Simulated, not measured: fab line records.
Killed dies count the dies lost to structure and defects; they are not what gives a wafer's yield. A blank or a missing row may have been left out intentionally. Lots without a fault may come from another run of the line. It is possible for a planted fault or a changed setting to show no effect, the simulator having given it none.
A lot that was struck, set against a sound lot | flow sky130 | 31 steps out of a route of 708
Sound: these wafers, L219.2, L219.4, L219.5. Wafers L232.2, L232.3, L232.4 were the ones struck. The cause comes at the end.
Order at every step that has rows: each side's tool, ch and its chambers, its first start. Under that, the readings that differ: sound wafers | struck wafers | difference of the means | sigmas: that difference in standard deviations of wafers without a fault.
alike: readings whose means differ by less than 2 such deviations, and words and numbers that are the same on both sides. not compared: withheld readings, readings that some wafer has no value for, bounds like >300 that may hide the same value, and numbers for which the record gives no deviation and whose values overlap.
The two part at a step that has a row with sigmas, a row that says differs or no value, or rows on one side only. When numbers do not overlap yet have no deviation, they are printed without sigmas and do not part them. Lack of a reading on every wafer of one side parts them only where that side has two or more wafers.

first, 4 steps without rows for these wafers: SKY_LOCAL_INTERCONNECT_SOFTBAKE_07 (time 90 s); SKY_LOCAL_INTERCONNECT_EXPOSE_08 (exposes mask LI1M, target cd 170 nm); SKY_LOCAL_INTERCONNECT_PEB_09; SKY_LOCAL_INTERCONNECT_DEVELOP_10 (develop time 60 s).
SKY_LOCAL_INTERCONNECT_CD_MEAS_11: target cd 170 nm.
  struck on cd-sem-02, day 36 10:58; sound on cd-sem-02, day 32 15:35
  alike: cd-nm
SKY_LOCAL_INTERCONNECT_OVL_MEAS_12:
  struck on overlay-01, day 36 11:04; sound on overlay-01, day 32 15:41
  alike: LOCAL_INTERCONNECT_OVL
SKY_LOCAL_INTERCONNECT_ETCH_13: etches BARC in N2/H2, stops on SiO2, time 45.9 s, target depth 60 nm.
  sound on rie-metal-01 ch 0,1, day 32 15:43; struck on rie-metal-01 ch 0,1, day 36 11:05
  alike: drypump-motor-current-A, oes-product-au, throttle-valve-pct
  not compared: rf-hours-counter-h
then, 1 step without rows for these wafers: SKY_LOCAL_INTERCONNECT_METAL_ETCH_14 (etches TiN in Cl2/BCl3, stops on PSG, target depth 110 nm, time 31.4 s).
SKY_LOCAL_INTERCONNECT_STRIP_15: strips in O2/N2.
  sound on plasma-asher-02 ch 0,1, day 32 15:50; struck on plasma-asher-02 ch 0,1, day 36 11:13
  alike: drypump-motor-current-A, oes-product-au, strip-time-to-endpoint-s
  not compared: rf-hours-counter-h
then, 3 steps without rows for these wafers: SKY_LOCAL_INTERCONNECT_STRIP_16 (strips in post etch residue remover, time 1200 s); SKY_LOCAL_INTERCONNECT_CLEAN_17 (cleans in IPA, time 180 s); SKY_LOCAL_INTERCONNECT_CLEAN_18 (cleans in O3/DIW).
SKY_CONTACT_CVD_00: deposits Si3N4, target thk 75 nm.
  sound on pecvd-03 ch 0,2, day 32 16:26; struck on pecvd-03 ch 0,2, day 36 11:53
  reading                                   | sound            | struck            | difference | sigmas
  model.Si3N4_of_CONTACT_CVD_00.thk-nm (nm) | 72.9 74.87 75.48 | 89.54 88.38 89.68 | +14.78     |
  alike: heater-power-w
SKY_CONTACT_THK_MEAS_01:
  struck on film-metro-02, day 36 12:10; sound on film-metro-04, day 32 16:28
  reading                 | sound          | struck         | difference | sigmas
  CONTACT_CVD_00_THK (nm) | 72.9 74.9 75.5 | 89.5 88.5 89.7 | +14.8      | +12
  not compared: hold
SKY_CONTACT_THK_MEAS_03:
  struck on film-metro-04, day 36 14:03; sound on film-metro-01, day 32 16:36
  reading                 | sound       | struck      | difference | sigmas
  CONTACT_HDPCVD_THK (nm) | 574 579 569 | 562 556 555 | -16        | -2
SKY_CONTACT_CMP_04: polishes SiO2.
  sound on cmp-02 ch 0,1,3, day 32 16:42; struck on cmp-02 ch 0,1,2, day 36 14:06
  alike: motor-current-A
SKY_CONTACT_BOW_MEAS_05:
  struck on film-metro-02, day 36 14:25; sound on film-metro-02, day 32 16:58
  alike: CONTACT_BOW
then, 8 steps without rows for these wafers: SKY_CONTACT_DEHYDRATE_06 (time 60 s); SKY_CONTACT_HMDS_07 (prime time 60 s); SKY_CONTACT_COAT_08 (resist thk 60 nm); SKY_CONTACT_COAT_09 (resist thk 444.6 nm); SKY_CONTACT_SOFTBAKE_10 (time 90 s); SKY_CONTACT_EXPOSE_11 (exposes mask CTM1, target cd 170 nm); SKY_CONTACT_PEB_12; SKY_CONTACT_DEVELOP_13 (develop time 60 s).
SKY_CONTACT_CD_MEAS_14: target cd 170 nm.
  struck on cd-sem-01, day 37 14:09; sound on cd-sem-01, day 33 19:51
  alike: cd-nm
SKY_CONTACT_OVL_MEAS_15:
  struck on overlay-01, day 37 14:16; sound on overlay-02, day 33 19:58
  alike: CONTACT_OVL
SKY_CONTACT_ETCH_16: etches BARC in N2/H2, stops on SiO2, time 45.9 s, target depth 60 nm.
  sound on rie-diel-02 ch 0,1,3, day 33 19:59; struck on rie-diel-04 ch 1,3, day 37 14:17
  alike: drypump-motor-current-A, oes-product-au, throttle-valve-pct
  not compared: rf-hours-counter-h
then, 1 step without rows for these wafers: SKY_CONTACT_ETCH_17 (etches SiO2 in C4F8/O2/Ar, stops on Si3N4, target depth 340 nm).
SKY_CONTACT_ETCH_18: etches Si3N4 in CHF3/O2, stops on TiN, time 39 s, target depth 75 nm.
  sound on rie-diel-02 ch 0,1,3; struck on rie-diel-04 ch 1,3
  reading                  | sound             | struck            | difference | sigmas
  oes-product-au (a.u.)    | 0.841 0.856 0.849 | 0.937 0.941 0.944 | +0.092     | +10
  throttle-valve-pct (%)   | 8.796 8.785 8.794 | 8.827 8.824 8.822 | +0.033     | +3
  model.etch.depth-nm (nm) | 72.9 74.87 75.48  | 89.54 88.38 89.68 | +14.78     |
  alike: drypump-motor-current-A
  not compared: rf-hours-counter-h
SKY_CONTACT_STRIP_19: strips in O2/N2.
  sound on plasma-asher-03 ch 0,1, day 33 20:07; struck on plasma-asher-04 ch 0,1, day 37 14:25
  alike: drypump-motor-current-A, oes-product-au, strip-time-to-endpoint-s
  not compared: rf-hours-counter-h

WHERE THEY PART
Last at SKY_CONTACT_ETCH_18 as far as this record goes, first at SKY_CONTACT_THK_MEAS_01. Later steps at which nothing parts them and some readings are alike: SKY_CONTACT_STRIP_19.

WHY: the cause the simulator had injected
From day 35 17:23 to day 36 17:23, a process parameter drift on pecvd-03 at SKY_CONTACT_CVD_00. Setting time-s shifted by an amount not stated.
